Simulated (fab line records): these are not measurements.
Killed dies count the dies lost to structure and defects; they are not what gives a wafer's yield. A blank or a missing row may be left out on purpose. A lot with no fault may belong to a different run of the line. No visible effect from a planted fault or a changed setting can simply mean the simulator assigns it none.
fab line records	flow sky130
record lots=5	wafers=23
route steps=708 shown NWELL@58 VT_ADJUST_HVTP@95 VT_ADJUST_NCORE@121 VT_ADJUST_HVTR@133 SONOS_TUNNEL@160 SONOS_ONO@168 GATE_OXIDE@188
startH: start of the lot's first displayed wafer, in hours after the record's first day	waitH: hours since the lot's step before	" the same as in the row above	L1.1+2: a row that stands for several wafers	- no value, or no start was given	* or withheld: withheld	< > ~ a bound
route shown NAME@n: NAME is a module with steps in the file, n the number in the route of the first one	usual: average and standard deviation across the fault-free wafers	same: alike in all rows	chamber/n: place in a boat	sites: the reading at each site	_std_site: standard deviation of those values	_edge_site: the outer-site mean with the inner-site mean subtracted	radiusMm: how far each site lies from the wafer's centre	mask NAME#n: copy n	behind: the most recent tool/chamber to have shaped the wafer	hold: cause of the lot's hold/its duration in hours/its outcome	device: whichever transistor did not switch (one of n, p or np)	end of line: the same wafers' tests at the end of the route	a step given without rows: its recipe and nothing more	killed: the dies lost at the first sort to structure and to defects; this is not the yield of the wafer	map: the dies of a wafer, with x for killed, . for not killed, _ for no die there
set.NAME: the setting that was run; set.NAME@STEP: the one run at that earlier step	model.NAME: the simulator's own value behind a step, which no gauge read
lots whose settings were changed on purpose; a table a step, a row a wafer
## steps
# step SKY_NWELL_COAT_05
# recipe spinRpm=2000	resistThkNm=3000
lot.wafer	tool	chamber	startH	waitH	set.resistThkNm	model.coat_of_NWELL_COAT_05.thkNm
L076.1	lithoTrack-04	0	96.06	0.1	3000	2998
L076.2	"	0	"	"	3000	3005
L076.3	"	0	"	"	3000	3000
L076.5	"	0	"	"	3000	3009
L076.6	"	0	"	"	3000	3004
L078.1	lithoTrack-02	0	103.48	0.1	2912	2901
L078.3	"	0	"	"	3000	2999
L078.4	"	0	"	"	2912	2907
L078.5	"	0	"	"	3000	2993
L078.6	"	0	"	"	2912	2908
L081.4	lithoTrack-03	0	123.16	0.1	3000	2984
L081.5	"	0	"	"	3000	2997
L081.6	"	0	"	"	3000	2990
L083.1	lithoTrack-04	0	127.96	0.1	3166	3155
L083.2	"	0	"	"	3000	3005
L083.3	"	0	"	"	3000	2993
L083.4	"	0	"	"	3166	3162
L083.5	"	0	"	"	3000	2999
L084.1	lithoTrack-03	0	135.49	0.1	3000	2999
L084.2	"	0	"	"	2870	2863
L084.3	"	0	"	"	3000	2990
L084.4	"	0	"	"	3000	2986
L084.5	"	0	"	"	2870	2864
# step SKY_NWELL_EXPOSE_07
# recipe maskId=NWM	na=0.6	sourceShape=conventional	sigmaOuter=0.6	polarization=unpolarized	targetCdNm=840	doseMj=255
lot.wafer	tool	chamber	startH	waitH	mask	set.doseMj
L076.1+3+5	ilineStepper-01	0	-	-	NWM#0	255
L076.2+6	"	0	"	"	NWM#0	267.4
L078.1+3	ilineStepper-02	0	-	-	NWM#0	242.8
L078.4+5+6	"	0	"	"	NWM#0	255
L081.4+5+6	ilineStepper-02	0	-	-	NWM#0	255
L083.1+2+3+4+5	ilineStepper-02	0	-	-	NWM#0	255
L084.1+2	ilineStepper-01	0	-	-	NWM#0	255
L084.3+4+5	"	0	"	"	NWM#0	241.2
# step SKY_NWELL_PEB_08
# recipe tempC=115	timeS=withheld
# step SKY_NWELL_DEVELOP_09
# recipe wallAngleDeg=90	developer=TMAH	developTimeS=60	devTempC=23
# step SKY_NWELL_IMPLANT_12
# recipe species=P	energyKev=120	doseCm2=1.3e+12	tiltDeg=withheld
# step SKY_NWELL_IMPLANT_13
# recipe species=P	energyKev=50	doseCm2=7e+11	tiltDeg=withheld
# step SKY_NWELL_STRIP_14
# recipe chemistry=O2/N2	powerW=1400	pressureMtorr=1500	platenTempC=withheld	o2FlowSccm=3000	n2FlowSccm=300	overashFraction=0.5
# usual stripTimeToEndpointS=36.90/0.068
lot.wafer	tool	chamber	startH	waitH	set.resistThkNm@NWELL_COAT_05	stripTimeToEndpointS
L076.1	plasmaAsher-02	0	105.92	0.1	3000	36.88
L076.2	"	1	"	"	3000	36.97
L076.3	"	0	"	"	3000	36.90
L076.5	"	0	"	"	3000	37.01
L076.6	"	1	"	"	3000	36.97
L078.1	plasmaAsher-04	0	112.29	0.1	2912	35.78
L078.3	"	1	"	"	3000	36.91
L078.4	"	0	"	"	2912	35.86
L078.5	"	0	"	"	3000	36.81
L078.6	"	1	"	"	2912	35.85
L081.4	plasmaAsher-04	0	132.71	0.1	3000	36.72
L081.5	"	1	"	"	3000	36.85
L081.6	"	0	"	"	3000	36.79
L083.1	plasmaAsher-04	1	137.62	0.1	3166	38.67
L083.2	"	0	"	"	3000	36.98
L083.3	"	0	"	"	3000	36.83
L083.4	"	1	"	"	3166	38.73
L083.5	"	1	"	"	3000	36.91
L084.1	plasmaAsher-04	1	145.52	0.1	3000	36.88
L084.2	"	0	"	"	2870	35.33
L084.3	"	0	"	"	3000	36.81
L084.4	"	1	"	"	3000	36.74
L084.5	"	0	"	"	2870	35.35
# step SKY_VT_ADJUST_HVTP_STRIP_10
# recipe chemistry=O2/N2	powerW=1400	pressureMtorr=1500	platenTempC=withheld	o2FlowSccm=3000	n2FlowSccm=300	overashFraction=0.5
# usual stripTimeToEndpointS=14.17/0.033
lot.wafer	tool	chamber	startH	waitH	set.pressureMtorr	stripTimeToEndpointS
L076.1	plasmaAsher-03	1	143.48	0.1	1657	13.80
L076.2	"	0	"	"	1657	13.77
L076.3	"	1	"	"	1657	13.79
L076.5	"	1	"	"	1657	13.83
L076.6	"	0	"	"	1657	13.81
L078.1	plasmaAsher-02	0	150.13	0.1	1569	14.02
L078.3	"	0	"	"	1569	13.99
L078.4	"	1	"	"	1569	14.05
L078.5	"	1	"	"	1569	13.99
L078.6	"	0	"	"	1569	14.03
L081.4	plasmaAsher-03	0	171.81	0.1	1500	14.19
L081.5	"	1	"	"	1500	14.17
L081.6	"	0	"	"	1500	14.20
L083.1	plasmaAsher-04	1	176.09	0.1	1500	14.18
L083.2	"	0	"	"	1500	14.20
L083.3	"	1	"	"	1500	14.20
L083.4	"	0	"	"	1500	14.20
L083.5	"	1	"	"	1500	14.18
L084.1	plasmaAsher-02	1	185.34	0.1	1500	14.18
L084.2	"	0	"	"	1500	14.16
L084.3	"	0	"	"	1500	14.19
L084.4	"	1	"	"	1500	14.17
L084.5	"	0	"	"	1500	14.19
# step SKY_VT_ADJUST_NCORE_COAT_02
# recipe resist=NOVOLAK	spinRpm=3000	resistThkNm=1140
lot.wafer	tool	chamber	startH	waitH	set.resistThkNm	model.NOVOLAK_of_VT_ADJUST_NCORE_COAT_02.thkNm
L076.1+5	lithoTrack-04	0	192.81	0.1	1140	1135
L076.2	"	0	"	"	1140	1134
L076.3+6	"	0	"	"	1140	1133
L078.1	lithoTrack-01	0	200.92	0.1	1140	1141
L078.3+4	"	0	"	"	1140	1143
L078.5	"	0	"	"	1140	1139
L078.6	"	0	"	"	1140	1142
L081.4	lithoTrack-01	0	225.15	0.1	1140	1140
L081.5	"	0	"	"	1140	1139
L081.6	"	0	"	"	1140	1142
L083.1	lithoTrack-04	0	231.71	0.1	1169	1161
L083.2+3	"	0	"	"	1140	1134
L083.4	"	0	"	"	1169	1162
L083.5	"	0	"	"	1169	1164
L084.1+4	lithoTrack-02	0	241.73	0.1	1188	1192
L084.2	"	0	"	"	1140	1144
L084.3	"	0	"	"	1140	1142
L084.5	"	0	"	"	1188	1191
# step SKY_VT_ADJUST_NCORE_SOFTBAKE_03
# recipe tempC=90	timeS=60	resist=NOVOLAK
# step SKY_VT_ADJUST_NCORE_EXPOSE_04
# recipe maskId=LVTN_COMPLEMENT_THIN	na=0.6	sourceShape=conventional	sigmaOuter=0.6	polarization=unpolarized	targetCdNm=380	doseMj=139
# step SKY_VT_ADJUST_NCORE_IMPLANT_09
# recipe species=B	energyKev=10	doseCm2=2.4e+12	tiltDeg=withheld
# step SKY_VT_ADJUST_NCORE_STRIP_10
# recipe chemistry=O2/N2	powerW=1400	pressureMtorr=1500	platenTempC=withheld	o2FlowSccm=3000	n2FlowSccm=300	overashFraction=0.5
# usual stripTimeToEndpointS=14.15/0.053
lot.wafer	tool	chamber	startH	waitH	set.resistThkNm@VT_ADJUST_NCORE_COAT_02	stripTimeToEndpointS
L076.1	plasmaAsher-03	0	204.03	0.1	1140	14.12
L076.2	"	1	"	"	1140	14.11
L076.3	"	0	"	"	1140	14.10
L076.5	"	0	"	"	1140	14.13
L076.6	"	1	"	"	1140	14.09
L078.1	plasmaAsher-03	1	212.31	0.1	1140	14.19
L078.3	"	0	"	"	1140	14.21
L078.4	"	1	"	"	1140	14.21
L078.5	"	0	"	"	1140	14.15
L078.6	"	1	"	"	1140	14.21
L081.4	plasmaAsher-01	0	237.55	0.1	1140	14.16
L081.5	"	0	"	"	1140	14.16
L081.6	"	1	"	"	1140	14.19
L083.1	plasmaAsher-01	1	243.63	0.1	1169	14.39
L083.2	"	0	"	"	1140	14.10
L083.3	"	1	"	"	1140	14.09
L083.4	"	0	"	"	1169	14.42
L083.5	"	0	"	"	1169	14.41
L084.1	plasmaAsher-03	0	254.36	0.1	1188	14.76
L084.2	"	1	"	"	1140	14.21
L084.3	"	1	"	"	1140	14.20
L084.4	"	0	"	"	1188	14.77
L084.5	"	1	"	"	1188	14.75
# step SKY_VT_ADJUST_HVTR_COAT_02
# recipe resist=NOVOLAK	spinRpm=3000	resistThkNm=1140
lot.wafer	tool	chamber	startH	waitH	set.spinRpm	model.NOVOLAK_of_VT_ADJUST_HVTR_COAT_02.thkNm
L076.1	lithoTrack-04	0	214.66	0.1	3000	1137
L076.2	"	0	"	"	3000	1140
L076.3	"	0	"	"	2876	1164
L076.5	"	0	"	"	2876	1165
L076.6	"	0	"	"	3000	1141
L078.1+5	lithoTrack-03	0	223.39	0.1	3000	1137
L078.3	"	0	"	"	3000	1135
L078.4	"	0	"	"	3000	1140
L078.6	"	0	"	"	3000	1131
L081.4	lithoTrack-03	0	249.06	0.1	3000	1139
L081.5	"	0	"	"	3000	1133
L081.6	"	0	"	"	3000	1135
L083.1	lithoTrack-03	0	255.74	0.1	3000	1140
L083.2	"	0	"	"	3000	1139
L083.3	"	0	"	"	3085	1123
L083.4	"	0	"	"	3000	1137
L083.5	"	0	"	"	3085	1121
L084.1	lithoTrack-04	0	266.81	0.1	3000	1137
L084.2+4	"	0	"	"	3000	1138
L084.3	"	0	"	"	3000	1134
L084.5	"	0	"	"	3000	1133
# step SKY_VT_ADJUST_HVTR_EXPOSE_04
# recipe maskId=HVTRM	targetCdNm=380	na=0.6	sourceShape=conventional	sigmaOuter=0.6	doseMj=150
lot.wafer	tool	chamber	startH	waitH	mask	set.doseMj
L076.1+5	ilineStepper-01	0	-	-	HVTRM#0	150
L076.2+3+6	"	0	"	"	HVTRM#0	154
L078.1+4	ilineStepper-02	0	-	-	HVTRM#0	156.7
L078.3+5+6	"	0	"	"	HVTRM#0	150
L081.4+5+6	ilineStepper-01	0	-	-	HVTRM#0	150
L083.1+2+5	ilineStepper-01	0	-	-	HVTRM#0	153.7
L083.3+4	"	0	"	"	HVTRM#0	150
L084.1+3	ilineStepper-02	0	-	-	HVTRM#0	152.9
L084.2+4+5	"	0	"	"	HVTRM#0	150
# step SKY_VT_ADJUST_HVTR_PEB_05
# recipe tempC=withheld	timeS=*	resist=NOVOLAK
# step SKY_VT_ADJUST_HVTR_DEVELOP_06
# recipe developTimeS=57.6	devTempC=23
lot.wafer	tool	chamber	startH	waitH	set.doseMj@VT_ADJUST_HVTR_EXPOSE_04	model.VT_ADJUST_HVTR.cdNm
L076.1	lithoTrack-04	0	225.71	0.1	150	378.9
L076.2	"	0	"	"	154	387
L076.3	"	0	"	"	154	384.2
L076.5	"	0	"	"	150	374.7
L076.6	"	0	"	"	154	384.3
L078.1	lithoTrack-02	0	235.73	0.1	156.7	392.8
L078.3	"	0	"	"	150	380.7
L078.4	"	0	"	"	156.7	390.7
L078.5	"	0	"	"	150	374.6
L078.6	"	0	"	"	150	380.3
L081.4	lithoTrack-02	0	261.25	0.1	150	375.4
L081.5	"	0	"	"	150	376.8
L081.6	"	0	"	"	150	376.6
L083.1	lithoTrack-04	0	268.06	0.1	153.7	389.4
L083.2	"	0	"	"	153.7	389.6
L083.3	"	0	"	"	150	385.1
L083.4	"	0	"	"	150	381.7
L083.5	"	0	"	"	153.7	391
L084.1	lithoTrack-03	0	278.49	0.1	152.9	389.2
L084.2	"	0	"	"	150	380.2
L084.3	"	0	"	"	152.9	386.6
L084.4	"	0	"	"	150	382.3
L084.5	"	0	"	"	150	382.9
# step SKY_VT_ADJUST_HVTR_CD_MEAS_07
# recipe targetCdNm=380
# usual cdNm=379.8/2.5
lot.wafer	tool	chamber	startH	waitH	set.doseMj@VT_ADJUST_HVTR_EXPOSE_04	cdNm
L076.1	cdSem-01	-	225.86	0.1	150	378.7
L076.2	"	-	"	"	154	386.5
L076.3	"	-	"	"	154	384.0
L076.5	"	-	"	"	150	374.3
L076.6	"	-	"	"	154	384.3
L078.1	cdSem-01	-	235.88	0.1	156.7	392.5
L078.3	"	-	"	"	150	380.3
L078.4	"	-	"	"	156.7	390.9
L078.5	"	-	"	"	150	374.6
L078.6	"	-	"	"	150	380.3
L081.4	cdSem-02	-	261.39	0.1	150	375.6
L081.5	"	-	"	"	150	376.5
L081.6	"	-	"	"	150	376.7
L083.1	cdSem-01	-	268.21	0.1	153.7	389.4
L083.2	"	-	"	"	153.7	389.7
L083.3	"	-	"	"	150	385.0
L083.4	"	-	"	"	150	381.8
L083.5	"	-	"	"	153.7	391.1
L084.1	cdSem-02	-	278.64	0.1	152.9	389.4
L084.2	"	-	"	"	150	380.3
L084.3	"	-	"	"	152.9	386.5
L084.4	"	-	"	"	150	382.4
L084.5	"	-	"	"	150	382.9
# step SKY_VT_ADJUST_HVTR_IMPLANT_09
# recipe species=B	energyKev=10	doseCm2=2.1e+12	tiltDeg=withheld
# step SKY_VT_ADJUST_HVTR_STRIP_10
# recipe chemistry=O2/N2	powerW=1400	pressureMtorr=1500	platenTempC=withheld	o2FlowSccm=3000	n2FlowSccm=300	overashFraction=0.5
# usual stripTimeToEndpointS=14.13/0.044
lot.wafer	tool	chamber	startH	waitH	set.spinRpm@VT_ADJUST_HVTR_COAT_02	stripTimeToEndpointS
L076.1	plasmaAsher-01	1	226.16	0.1	3000	14.15
L076.2	"	0	"	"	3000	14.19
L076.3	"	1	"	"	2876	14.42
L076.5	"	0	"	"	2876	14.44
L076.6	"	1	"	"	3000	14.19
L078.1	plasmaAsher-04	1	236.18	0.1	3000	14.14
L078.3	"	1	"	"	3000	14.12
L078.4	"	0	"	"	3000	14.18
L078.5	"	0	"	"	3000	14.14
L078.6	"	1	"	"	3000	14.07
L081.4	plasmaAsher-01	1	261.67	0.1	3000	14.17
L081.5	"	1	"	"	3000	14.10
L081.6	"	0	"	"	3000	14.12
L083.1	plasmaAsher-02	0	268.51	0.1	3000	14.17
L083.2	"	1	"	"	3000	14.19
L083.3	"	0	"	"	3085	13.98
L083.4	"	1	"	"	3000	14.15
L083.5	"	1	"	"	3085	13.96
L084.1	plasmaAsher-04	0	278.94	0.1	3000	14.16
L084.2	"	1	"	"	3000	14.12
L084.3	"	1	"	"	3000	14.10
L084.4	"	0	"	"	3000	14.15
L084.5	"	0	"	"	3000	14.10
# step SKY_SONOS_TUNNEL_DEVELOP_06
# recipe resist=NOVOLAK	developer=TMAH	developTimeS=60	devTempC=23
lot.wafer	tool	chamber	startH	waitH	set.developTimeS
L076.1+5+6	lithoTrack-04	0	274.86	0.1	64.38
L076.2+3	"	0	"	"	60
L078.1+5	lithoTrack-03	0	284.44	0.1	60
L078.3+4+6	"	0	"	"	55.56
L081.4+5+6	lithoTrack-01	0	311.40	0.1	60
L083.1+2	lithoTrack-04	0	319.11	0.1	60
L083.3+4+5	"	0	"	"	56.82
L084.1+3+4	lithoTrack-01	0	329.02	0.1	63.27
L084.2+5	"	0	"	"	60
# step SKY_SONOS_TUNNEL_CD_MEAS_07
# recipe targetCdNm=410
# usual cdNm=410.8/2.4
lot.wafer	tool	chamber	startH	waitH	set.developTimeS@SONOS_TUNNEL_DEVELOP_06	cdNm
L076.1	cdSem-01	-	275.01	0.1	64.38	420.5
L076.2	"	-	"	"	60	414.2
L076.3	"	-	"	"	60	415.5
L076.5	"	-	"	"	64.38	423.0
L076.6	"	-	"	"	64.38	422.0
L078.1	cdSem-01	-	284.59	0.1	60	410.6
L078.3	"	-	"	"	55.56	403.4
L078.4	"	-	"	"	55.56	401.5
L078.5	"	-	"	"	60	409.9
L078.6	"	-	"	"	55.56	402.8
L081.4	cdSem-02	-	311.53	0.1	60	410.2
L081.5	"	-	"	"	60	409.2
L081.6	"	-	"	"	60	408.1
L083.1	cdSem-02	-	319.26	0.1	60	406.7
L083.2	"	-	"	"	60	406.9
L083.3	"	-	"	"	56.82	399.4
L083.4	"	-	"	"	56.82	402.0
L083.5	"	-	"	"	56.82	401.6
L084.1	cdSem-01	-	329.17	0.1	63.27	416.6
L084.2	"	-	"	"	60	410.8
L084.3	"	-	"	"	63.27	416.6
L084.4	"	-	"	"	63.27	414.5
L084.5	"	-	"	"	60	412.2
# step SKY_SONOS_ONO_OXIDATION_00
# recipe tempC=800	ambient=O2	idleTempC=700	rampUpCPerMin=10	rampDownCPerMin=3	stabiliseS=600	purgeS=300	targetThkA=26	oxTimeS=1249
lot.wafer	tool	chamber	startH	waitH	set.oxTimeS	model.SiO2_of_SONOS_ONO_OXIDATION_00.thkNm
L076.1	-	-	-	2.9	1398	2.756
L076.2	"	-	"	"	1398	2.754
L076.3	"	-	"	"	1398	2.771
L076.5	"	-	"	"	1398	2.787
L076.6	"	-	"	"	1398	2.77
L078.1	-	-	-	3.5	1388	2.827
L078.3	"	-	"	"	1388	2.766
L078.4	"	-	"	"	1388	2.825
L078.5	"	-	"	"	1388	2.791
L078.6	"	-	"	"	1388	2.816
L081.4	furnace-02	0	312.27	0.1	1249	2.589
L081.5	"	0	"	"	1249	2.599
L081.6	"	0	"	"	1249	2.574
L083.1	-	-	-	0.9	1165	2.468
L083.2	"	-	"	"	1165	2.441
L083.3	"	-	"	"	1165	2.406
L083.4	"	-	"	"	1165	2.45
L083.5	"	-	"	"	1165	2.412
L084.1	-	-	-	0.0	1122	2.377
L084.2	"	-	"	"	1122	2.371
L084.3	"	-	"	"	1122	2.38
L084.4	"	-	"	"	1122	2.379
L084.5	"	-	"	"	1122	2.384
# step SKY_SONOS_ONO_THK_MEAS_01
# recipe reads=SiO2_of_SONOS_ONO_OXIDATION_00
# usual SONOS_ONO_OXIDATION_THK=2.57/0.057
lot.wafer	tool	chamber	startH	waitH	set.oxTimeS@SONOS_ONO_OXIDATION_00	SONOS_ONO_OXIDATION_THK[nm]
L076.1	filmMetro-01	-	-	-	1398	2.79
L076.2	"	-	"	"	1398	2.73
L076.3	"	-	"	"	1398	2.70
L076.5	"	-	"	"	1398	2.76
L076.6	"	-	"	"	1398	2.71
L078.1	filmMetro-01	-	-	-	1388	2.80
L078.3	"	-	"	"	1388	2.73
L078.4	"	-	"	"	1388	2.85
L078.5	"	-	"	"	1388	2.82
L078.6	"	-	"	"	1388	2.81
L081.4	filmMetro-02	-	313.64	0.0	1249	2.59
L081.5	"	-	"	"	1249	2.62
L081.6	"	-	"	"	1249	2.54
L083.1	filmMetro-03	-	-	-	1165	2.44
L083.2	"	-	"	"	1165	2.43
L083.3	"	-	"	"	1165	2.41
L083.4	"	-	"	"	1165	2.45
L083.5	"	-	"	"	1165	2.41
L084.1	filmMetro-01	-	-	-	1122	2.42
L084.2	"	-	"	"	1122	2.37
L084.3	"	-	"	"	1122	2.35
L084.4	"	-	"	"	1122	2.36
L084.5	"	-	"	"	1122	2.35
# step SKY_GATE_OXIDE_OXIDATION_01
# recipe tempC=900	ambient=O2	stabiliseS=600	purgeS=300	targetThkA=102.68	oxTimeS=1473
lot.wafer	tool	chamber	startH	waitH	set.tempC	model.SiO2_of_GATE_OXIDE_OXIDATION_01.thkNm
L076.1	-	-	-	0.2	919.8	12.63
L076.2	"	-	"	"	919.8	12.59
L076.3	"	-	"	"	919.8	12.74
L076.5	"	-	"	"	919.8	12.72
L076.6	"	-	"	"	919.8	12.58
L078.1	-	-	-	1.2	889.3	9.262
L078.3	"	-	"	"	889.3	8.974
L078.4	"	-	"	"	889.3	9.27
L078.5	"	-	"	"	889.3	9.113
L078.6	"	-	"	"	889.3	9.08
L081.4	furnace-01	0	343.77	0.4	900	10.18
L081.5	"	0	"	"	900	10.23
L081.6	"	0	"	"	900	10.28
L083.1+3	-	-	-	0.0	900	10.02
L083.2	"	-	"	"	900	10.14
L083.4	"	-	"	"	900	10.13
L083.5	"	-	"	"	900	9.892
L084.1+2	-	-	-	2.4	926.1	13.58
L084.3	"	-	"	"	926.1	13.65
L084.4	"	-	"	"	926.1	13.76
L084.5	"	-	"	"	926.1	13.67
# step SKY_GATE_OXIDE_THK_MEAS_02
# recipe reads=SiO2_of_GATE_OXIDE_OXIDATION_01
# usual GATE_OXIDE_OXIDATION_00_THK=10.29/0.2
lot.wafer	tool	chamber	startH	waitH	set.tempC@GATE_OXIDE_OXIDATION_01	GATE_OXIDE_OXIDATION_00_THK[nm]
L076.1	filmMetro-04	-	-	-	919.8	12.59
L076.2	"	-	"	"	919.8	12.65
L076.3	"	-	"	"	919.8	12.74
L076.5	"	-	"	"	919.8	12.75
L076.6	"	-	"	"	919.8	12.56
L078.1	filmMetro-04	-	-	-	889.3	9.23
L078.3	"	-	"	"	889.3	8.96
L078.4	"	-	"	"	889.3	9.27
L078.5	"	-	"	"	889.3	9.12
L078.6	"	-	"	"	889.3	9.07
L081.4	filmMetro-03	-	345.21	0.0	900	10.16
L081.5	"	-	"	"	900	10.21
L081.6	"	-	"	"	900	10.26
L083.1	filmMetro-02	-	-	-	900	9.97
L083.2	"	-	"	"	900	10.11
L083.3	"	-	"	"	900	10.00
L083.4	"	-	"	"	900	10.10
L083.5	"	-	"	"	900	9.90
L084.1	filmMetro-03	-	-	-	926.1	13.61
L084.2	"	-	"	"	926.1	13.61
L084.3	"	-	"	"	926.1	13.60
L084.4	"	-	"	"	926.1	13.74
L084.5	"	-	"	"	926.1	13.70
## key
split step=SKY_NWELL_COAT_05	setting=resistThkNm	stated=3000	by=wafer
response step=SKY_NWELL_COAT_05	reading=model.coat_of_NWELL_COAT_05.thkNm	change=+29.4	per=1%	r=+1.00
response step=SKY_NWELL_STRIP_14	reading=stripTimeToEndpointS	change=*	per=1%	r=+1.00
split step=SKY_NWELL_EXPOSE_07	setting=doseMj	stated=255	by=wafer
response none clear
split step=SKY_VT_ADJUST_HVTP_STRIP_10	setting=pressureMtorr	stated=1500	by=lot
response step=SKY_VT_ADJUST_HVTP_STRIP_10	reading=stripTimeToEndpointS	change=*	per=1%	r=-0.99
split step=SKY_VT_ADJUST_NCORE_COAT_02	setting=resistThkNm	stated=1140	by=wafer
response step=SKY_VT_ADJUST_NCORE_COAT_02	reading=model.NOVOLAK_of_VT_ADJUST_NCORE_COAT_02.thkNm	change=+11.5	per=1%	r=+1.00
response step=SKY_VT_ADJUST_NCORE_STRIP_10	reading=stripTimeToEndpointS	change=*	per=1%	r=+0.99
split step=SKY_VT_ADJUST_HVTR_COAT_02	setting=spinRpm	stated=3000	by=wafer
response step=SKY_VT_ADJUST_HVTR_COAT_02	reading=model.NOVOLAK_of_VT_ADJUST_HVTR_COAT_02.thkNm	change=-6.03	per=1%	r=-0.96
response step=SKY_VT_ADJUST_HVTR_STRIP_10	reading=stripTimeToEndpointS	change=*	per=1%	r=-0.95
split step=SKY_VT_ADJUST_HVTR_EXPOSE_04	setting=doseMj	stated=150	by=wafer
response step=SKY_VT_ADJUST_HVTR_DEVELOP_06	reading=model.VT_ADJUST_HVTR.cdNm	change=+2.97	per=1%	r=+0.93
response step=SKY_VT_ADJUST_HVTR_CD_MEAS_07	reading=cdNm	change=+2.99	per=1%	r=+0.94
split step=SKY_SONOS_TUNNEL_DEVELOP_06	setting=developTimeS	stated=60	by=wafer
response step=SKY_SONOS_TUNNEL_CD_MEAS_07	reading=cdNm	change=+0.982	per=1%	r=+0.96
split step=SKY_SONOS_ONO_OXIDATION_00	setting=oxTimeS	stated=1249	by=lot
response step=SKY_SONOS_ONO_OXIDATION_00	reading=model.SiO2_of_SONOS_ONO_OXIDATION_00.thkNm	change=+0.0189	per=1%	r=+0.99
response step=SKY_SONOS_ONO_THK_MEAS_01	reading=SONOS_ONO_OXIDATION_THK	change=+0.0184	per=1%	r=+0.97
split step=SKY_GATE_OXIDE_OXIDATION_01	setting=tempC	stated=900	by=lot
response step=SKY_GATE_OXIDE_OXIDATION_01	reading=model.SiO2_of_GATE_OXIDE_OXIDATION_01.thkNm	change=+1.12	per=1%	r=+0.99
response step=SKY_GATE_OXIDE_THK_MEAS_02	reading=GATE_OXIDE_OXIDATION_00_THK	change=+1.12	per=1%	r=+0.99
